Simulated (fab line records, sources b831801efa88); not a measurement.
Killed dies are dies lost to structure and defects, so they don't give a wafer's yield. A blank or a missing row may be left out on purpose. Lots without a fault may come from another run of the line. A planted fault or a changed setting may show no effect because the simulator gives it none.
fab line records | flow sky130 | part 2 of 2: steps 34 to 45 of 45
record lots=5 wafers=15 last_day=49
route steps=708 shown PWDE@84 VT_ADJUST_HVTP@85 VT_ADJUST_LVTN@97 VT_ADJUST_NCORE@119
lots that met no fault: from a run of the same line without faults
start_h: hours from the record's first day to the start of the lot's first wafer shown | wait_h: hours since the lot's step before | " the same as in the row above | L1.1+2: a row that stands for several wafers | - no value, or no start given | * or withheld: withheld | < > ~ a bound
route shown NAME@n: a module of which the file shows steps, and the number in the route of the first | usual: mean/standard deviation of fault-free wafers | same: alike in all rows | chamber/n: place in a boat | sites: the reading at each site | _std_site: their standard deviation | _edge_site: outer sites' mean less inner sites' | radius_mm: how far each site lies from the wafer's centre | mask NAME#n: copy n | behind: the tool/chamber that last shaped the wafer | hold: why the lot was held/for how many hours/how that ended | device: the transistor (n, p or np) that didn't switch | end of line: the same wafers' tests at the end of the route | a step without rows: its recipe alone | killed: dies lost to structure and defects at the first sort, not the wafer's yield | map: a wafer's dies, x killed, . not, _ none there
set.NAME: the setting as run; set.NAME@STEP: as run at that earlier step | model.NAME: the simulator's own value behind a step, which no gauge read
lots at some steps of the route; a table a step, a row a wafer
services: from which hour (start_h, from the record's first day; less than 0 if before it) a tool's chamber was out of use, for how many hours, and why
## steps
# step SKY_VT_ADJUST_LVTN_STRIP_20
# recipe chemistry=O2/N2 power_w=1400 pressure_mtorr=1500 platen_temp_c=withheld o2_flow_sccm=3000 n2_flow_sccm=300 overash_fraction=0.5
# usual chamber_pressure_mTorr=1499.9/1.3 drypump_motor_current_A=6.0/0.53 n2_flow_sccm=299.9/0.81 oes_product_au=0.715/0.0045 strip_time_to_endpoint_s=14.17/0.044
# columns lot.wafer tool chamber start_h wait_h chamber_pressure_mTorr drypump_motor_current_A n2_flow_sccm oes_product_au rf_hours_counter_h strip_time_to_endpoint_s
L074.1 plasma_asher-02 1 161.38 0.1 1497.6 4.9 299.7 0.718 4 14.13
L074.3 " 1 " " 1500.7 4.9 299.6 0.708 - 14.11
L074.4 " 0 " " 1498.7 6.6 298.3 0.705 - 14.13
L079.2 plasma_asher-01 1 194.18 0.1 1498.9 5.7 300.0 0.713 52 14.17
L079.4 " 0 " " 1498.3 5.9 300.7 0.720 - 14.13
L079.5 " 0 " " 1499.2 5.9 299.4 0.715 - 14.14
L082.2 plasma_asher-01 1 212.21 0.1 1501.6 5.7 301.5 0.708 54 14.13
L082.3 " 1 " " 1499.2 5.7 300.3 0.711 - 14.15
L082.4 " 0 " " 1499.4 5.9 299.6 0.719 - 14.14
L088.2 plasma_asher-04 0 263.79 0.1 1499.8 6.5 300.5 0.715 54 14.17
L088.5 " 0 " " 1500.7 6.5 300.1 0.714 - 14.18
L088.6 " 1 " " 1501.2 6.4 300.2 0.719 - 14.20
L090.2 plasma_asher-01 0 275.44 0.1 1502.0 5.9 300.1 0.714 61 14.26
L090.3 " 1 " " 1502.4 5.7 300.7 0.722 - 14.23
L090.5 " 1 " " 1498.4 5.7 299.9 0.722 - 14.22
# step SKY_VT_ADJUST_LVTN_TW_MEAS_21
# usual VT_ADJUST_LVTN_2_TW=190.0/1.6
# columns lot.wafer tool chamber start_h wait_h VT_ADJUST_LVTN_2_TW
L074.1 film_metro-02 - 161.52 0.1 191.8
L074.3 " - " " 191.3
L074.4 " - " " 192.1
L079.2 film_metro-03 - 194.29 0.1 187.2
L079.4 " - " " 186.9
L079.5 " - " " 186.6
L082.2 film_metro-01 - 212.32 0.1 189.0
L082.3 " - " " 190.2
L082.4 " - " " 188.6
L088.2 film_metro-02 - 263.90 0.1 190.0
L088.5 " - " " 191.1
L088.6 " - " " 190.1
L090.2 film_metro-01 - 275.55 0.1 191.3
L090.3 " - " " 191.6
L090.5 " - " " 190.8
# step SKY_VT_ADJUST_NCORE_DEHYDRATE_00
# recipe temp_c=200 time_s=60
# columns lot.wafer tool chamber start_h wait_h
L074.1+3+4 litho_track-01 0 171.42 9.9
L079.2+4+5 litho_track-04 0 204.78 10.5
L082.2+3+4 litho_track-04 0 222.73 10.4
L088.2+5+6 litho_track-04 0 275.23 11.3
L090.2+3+5 litho_track-02 0 287.68 12.1
# step SKY_VT_ADJUST_NCORE_HMDS_01
# recipe prime_time_s=60 prime_temp_c=120
# columns lot.wafer tool chamber start_h wait_h
L074.1+3+4 litho_track-01 0 171.57 0.1
L079.2+4+5 litho_track-04 0 204.93 0.1
L082.2+3+4 litho_track-04 0 222.88 0.1
L088.2+5+6 litho_track-04 0 275.38 0.1
L090.2+3+5 litho_track-02 0 287.83 0.1
# step SKY_VT_ADJUST_NCORE_COAT_02
# recipe resist=NOVOLAK spin_rpm=3000 resist_thk_nm=1140
# columns lot.wafer tool chamber start_h wait_h
L074.1+3+4 litho_track-01 0 171.72 0.1
L079.2+4+5 litho_track-04 0 205.08 0.1
L082.2+3+4 litho_track-04 0 223.03 0.1
L088.2+5+6 litho_track-04 0 275.53 0.1
L090.2+3+5 litho_track-02 0 287.98 0.1
# step SKY_VT_ADJUST_NCORE_SOFTBAKE_03
# recipe temp_c=90 time_s=60 resist=NOVOLAK
# columns lot.wafer tool chamber start_h wait_h
L074.1+3+4 litho_track-01 0 171.87 0.1
L079.2+4+5 litho_track-04 0 205.23 0.1
L082.2+3+4 litho_track-04 0 223.18 0.1
L088.2+5+6 litho_track-04 0 275.68 0.1
L090.2+3+5 litho_track-02 0 288.13 0.1
# step SKY_VT_ADJUST_NCORE_EXPOSE_04
# recipe mask_id=LVTN_COMPLEMENT_THIN na=0.6 source_shape=conventional sigma_outer=0.6 polarization=unpolarized target_cd_nm=380 dose_mj=139
# columns lot.wafer tool chamber start_h wait_h mask
L074.1+3+4 iline_stepper-01 0 - - LVTN_COMPLEMENT_THIN#0
L079.2+4+5 iline_stepper-02 0 - - LVTN_COMPLEMENT_THIN#0
L082.2+3+4 iline_stepper-01 0 - - LVTN_COMPLEMENT_THIN#0
L088.2+5+6 iline_stepper-02 0 - - LVTN_COMPLEMENT_THIN#0
L090.2+3+5 iline_stepper-01 0 - - LVTN_COMPLEMENT_THIN#0
# step SKY_VT_ADJUST_NCORE_PEB_05
# recipe temp_c=withheld time_s=* resist=NOVOLAK
# columns lot.wafer tool chamber start_h wait_h
L074.1+3+4 litho_track-02 0 - -
L079.2+4+5 litho_track-04 0 - -
L082.2+3+4 litho_track-02 0 - -
L088.2+5+6 litho_track-02 0 - -
L090.2+3+5 litho_track-01 0 - -
# step SKY_VT_ADJUST_NCORE_DEVELOP_06
# recipe resist=NOVOLAK developer=TMAH develop_time_s=60 dev_temp_c=23
# columns lot.wafer tool chamber start_h wait_h
L074.1+3+4 litho_track-02 0 181.96 0.1
L079.2+4+5 litho_track-04 0 216.43 0.1
L082.2+3+4 litho_track-02 0 234.43 0.1
L088.2+5+6 litho_track-02 0 288.43 0.1
L090.2+3+5 litho_track-01 0 301.10 0.1
# step SKY_VT_ADJUST_NCORE_CD_MEAS_07
# recipe target_cd_nm=380
# usual cd_nm=380/3
# columns lot.wafer tool chamber start_h wait_h cd_nm
L074.1 cd_sem-01 - 182.11 0.1 379
L074.3 " - " " 379
L074.4 " - " " 381
L079.2 cd_sem-01 - 216.58 0.1 379
L079.4 " - " " 380
L079.5 " - " " 382
L082.2 cd_sem-01 - 234.58 0.1 378
L082.3 " - " " 379
L082.4 " - " " 379
L088.2 cd_sem-01 - 288.58 0.1 382
L088.5 " - " " 382
L088.6 " - " " 383
L090.2 cd_sem-01 - 301.24 0.1 381
L090.3 " - " " 381
L090.5 " - " " 380
# step SKY_VT_ADJUST_NCORE_OVL_MEAS_08
# usual VT_ADJUST_NCORE_OVL=0.4/1.2
# columns lot.wafer tool chamber start_h wait_h VT_ADJUST_NCORE_OVL[nm]
L074.1 overlay-01 - 182.23 0.1 1.1
L074.3 " - " " 0.9
L074.4 " - " " 0.1
L079.2 overlay-02 - 216.68 0.1 2.3
L079.4 " - " " 1.4
L079.5 " - " " 1.8
L082.2 overlay-01 - 234.69 0.1 -0.2
L082.3 " - " " 1.4
L082.4 " - " " 2.3
L088.2 overlay-01 - 288.68 0.1 1.4
L088.5 " - " " 2.0
L088.6 " - " " -0.3
L090.2 overlay-01 - 301.35 0.1 -1.4
L090.3 " - " " 2.7
L090.5 " - " " -0.9
# step SKY_VT_ADJUST_NCORE_IMPLANT_09
# recipe species=B energy_kev=10 dose_cm2=2.4e+12 tilt_deg=withheld
# usual dose_ions_cm2=2.4001e+12/2.5e+09
# columns lot.wafer tool chamber start_h wait_h dose_ions_cm2
L074.1 implanter-03 0 182.27 0.0 2.3999e+12
L074.3 " 0 " " 2.3976e+12
L074.4 " 0 " " 2.3976e+12
L079.2 implanter-03 0 216.74 0.0 2.4064e+12
L079.4 " 0 " " 2.403e+12
L079.5 " 0 " " 2.4026e+12
L082.2 implanter-02 0 234.74 0.0 2.4021e+12
L082.3 " 0 " " 2.3996e+12
L082.4 " 0 " " 2.4001e+12
L088.2 implanter-03 0 288.74 0.0 2.4016e+12
L088.5 " 0 " " 2.4055e+12
L088.6 " 0 " " 2.4016e+12
L090.2 implanter-02 0 301.40 0.0 2.3986e+12
L090.3 " 0 " " 2.4047e+12
L090.5 " 0 " " 2.3989e+12
## services
# columns tool chamber start_h hours kind
plasma_asher-04 - 93.58 14.6 pm
plasma_asher-01 - 95.47 3.2 repair
plasma_asher-02 - 108.75 9.0 pm
implanter-04 - 136.95 4.9 repair
iline_stepper-01 - 140.64 1.7 pm
implanter-01 - 144.19 8.0 repair
plasma_asher-02 - 146.40 5.3 repair
implanter-02 - 147.09 3.7 repair
iline_stepper-02 - 162.57 1.7 pm
implanter-03 - 163.28 9.8 repair
iline_stepper-01 - 164.24 2.1 pm
plasma_asher-04 - 202.63 2.8 pm
iline_stepper-02 - 216.19 4.0 repair
iline_stepper-01 - 221.75 0.7 repair
implanter-03 - 232.77 2.1 repair
plasma_asher-02 - 232.91 1.6 repair
plasma_asher-02 - 235.55 0.8 repair
implanter-02 - 252.25 2.7 repair
plasma_asher-02 - 256.78 2.8 pm
implanter-01 - 276.90 2.2 repair
plasma_asher-01 - 281.11 2.8 pm
iline_stepper-01 - 285.41 1.6 repair
plasma_asher-02 - 286.43 2.3 repair
iline_stepper-01 - 301.11 14.5 repair
